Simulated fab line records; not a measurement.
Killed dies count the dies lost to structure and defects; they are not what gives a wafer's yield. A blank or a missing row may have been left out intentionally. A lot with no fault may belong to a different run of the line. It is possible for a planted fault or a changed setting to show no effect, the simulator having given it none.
Problem report, 8D (eight disciplines) form, completed by code || flow sky130 || the parts of the form that need people (team, actions taken, sign-off) are left out

== 1. THE ISSUE ==
SKY_POLY_GATE_ETCH_17, rf-fwd-power-W: mean 335.2 W over 1 wafer from 1 lot; wafers with no fault: 397.1 W, standard deviation 1.2. That puts it -52 standard deviations away from the usual mean.
The step: etches poly-Si in HBr/Cl2, stops on SiO2, target depth 180 nm, time 70.5 s.
First observed at day 20 13:48: wafer L796.5, on rie-si-02. Wafers with a number at this step in the record: 15, from 5 lots. By rule, "out" or "out of limits" means more than 4 standard deviations away from the usual mean. The other wafers with a number count as sound.

== 2. WHAT IT IS, AND WHAT IT ISN'T ==
{"question": "which readings at this step", "is": "rf-fwd-power-W, oes-product-au", "is not": "bias-w, drypump-motor-current-A, throttle-valve-pct"}
{"question": "which lots", "is": "L796", "is not": "L789, L790, L802, L806"}
{"question": "which wafers of those lots", "is": "L796.5", "is not": "L796.1, L796.6"}
{"question": "read on which tools", "is": "rie-si-02", "is not": "rie-si-01"}
{"question": "when", "is": "from day 20 13:48", "is not": "up to then (8 sound wafers); but 6 sound wafers of L802, L806 came after"}

== 3. WHAT RULES OUT EACH SUSPECT ==
Counting: any tool at a process step up to the reading remains a suspect provided it ran every lot that is out. Sound lots after the first of them don't rule it out here, since some wafers of a struck lot are sound.
- rie-diel-03 at SKY_POLY_GATE_ETCH_15 (etches BARC in N2/H2, stops on SiO2, time 118.5 s, target depth 110 nm): kept. It ran the lot that is out, L796 (day 20 13:37); its last sound lot up to then is L789 (day 17 21:22).
- rie-diel-03 at SKY_POLY_GATE_ETCH_16 (etches Si3N4 in CH3F/O2, stops on poly-Si, time 147.5 s, target depth 75 nm): kept. It ran the lot that is out, L796 (day 20 13:42); its last sound lot up to then is L789 (day 17 21:26).
- rie-si-02 at SKY_POLY_GATE_ETCH_17 (etches poly-Si in HBr/Cl2, stops on SiO2, target depth 180 nm, time 70.5 s): kept. It ran the lot that is out, L796 (day 20 13:48); its last sound lot up to then is L790 (day 18 07:44). On those wafers its own readings are out: oes-product-au, rf-fwd-power-W.
- In rie-diel-03 at SKY_POLY_GATE_ETCH_15, the wafers that are out were processed in chamber 1 and their sound lot-mates in chambers 0, 2.
- In rie-diel-03 at SKY_POLY_GATE_ETCH_16, the wafers that are out were processed in chamber 1 and their sound lot-mates in chambers 0, 2.
- At SKY_POLY_GATE_ETCH_17 on rie-si-02, chamber 3 took the sound wafers of the same lots and chamber 0 took the wafers that are out.
After the count, these remain: rie-diel-03 at SKY_POLY_GATE_ETCH_15, rie-diel-03 at SKY_POLY_GATE_ETCH_16 and rie-si-02 at SKY_POLY_GATE_ETCH_17.

== 4. THE CAUSE (what the simulator had put in) ==
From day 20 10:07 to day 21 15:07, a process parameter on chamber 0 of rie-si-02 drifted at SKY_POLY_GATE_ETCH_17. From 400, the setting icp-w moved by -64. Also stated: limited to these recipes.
After counting, 3 suspects remain, this tool included.

== 5. THE EFFECT CHAIN, in route order ==
Each row: a reading where the mean over the struck wafers with a number is more than 3 standard deviations away from the usual. Only readings whose record carries a usual standard deviation are examined. hours: median over the lots of the time between each lot's start at the first step of this table that gives one and its start at this step. sigmas: the change, counted in usual standard deviations.
{"hours": 0, "step": "SKY_POLY_GATE_ETCH_17", "reading": "oes-product-au", "usual": "0.986 a.u.", "on struck wafers": 0.949, "change": -0.037, "sigmas": -4.5}
{"hours": 0, "step": "SKY_POLY_GATE_ETCH_17", "reading": "rf-fwd-power-W", "usual": "397.1 W", "on struck wafers": 335.2, "change": -61.9, "sigmas": -52}
Its process steps:
- SKY_POLY_GATE_ETCH_17: etches poly-Si in HBr/Cl2, stops on SiO2, target depth 180 nm, time 70.5 s.

== 6. HOW IT WOULD HAVE BEEN CAUGHT EARLIER ==
4 hours passed between the start of the fault at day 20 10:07 and the first reading out of limits in this record, taken at day 20 13:48.
